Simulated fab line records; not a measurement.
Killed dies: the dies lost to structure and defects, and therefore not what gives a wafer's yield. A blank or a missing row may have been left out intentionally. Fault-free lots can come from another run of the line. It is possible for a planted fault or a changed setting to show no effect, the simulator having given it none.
Matching of chambers    flow gf180mcu    rie_diel-01 running GF_SAB_ETCH_11: 4 sister chambers
The step etches SiO2 in C4F8/O2/Ar, target depth 55 nm, time 8.5 s. 8 wafers are shown with their chamber, then 9 later ones without.

== EACH WAFER AND ITS CHAMBER ==
wafer   chamber  oes_product_au (a.u.)
L304.5  3        0.992
L308.5  2        1.007
L311.1  0        0.995
L311.2  1        0.977
L311.4  2        1.012
L315.1  3        0.985
L315.2  0        0.992
L315.5  1        1.000

== WAFERS WITHOUT THEIR CHAMBER ==
wafer   oes_product_au (a.u.)
L316.3  1.013
L316.5  0.989
L316.6  1.005
L320.2  0.977
L320.3  0.980
L320.6  0.990
L324.1  0.984
L324.4  0.991
L324.6  0.993

== EACH ONE'S CHAMBER ==
wafer   from the rows above                in truth
L316.3  can't be placed: 2 or 0            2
L316.5  can't be placed: 1 or 3 or 0       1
L316.6  can't be placed: 2 or 0 or 1 or 3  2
L320.2  can't be placed: 1 or 3 or 0       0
L320.3  can't be placed: 1 or 3 or 0       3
L320.6  can't be placed: 1 or 3 or 0       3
L324.1  can't be placed: 1 or 3 or 0       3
L324.4  can't be placed: 0 or 1 or 3 or 2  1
L324.6  can't be placed: 0 or 1 or 3 or 2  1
Correctly placed: 0 of 9. Cannot be placed on the basis of these rows: 9; the candidates contain the true chamber in 9. 0 placed wrongly.
How it was worked out, from the rows above alone: a wafer's distance from a chamber is the root of the sum, over the readings, of the square of ((its reading less the chamber's mean) divided by the reading's scatter). The wafer belongs to the nearest chamber; if the next one is less than 2 further off, it can't be placed. A chamber's mean is the mean of its shown wafers. The scatter: take each reading less its chamber's mean, square it, sum over the shown wafers, divide by the number of wafers less the number of chambers, and take the root.
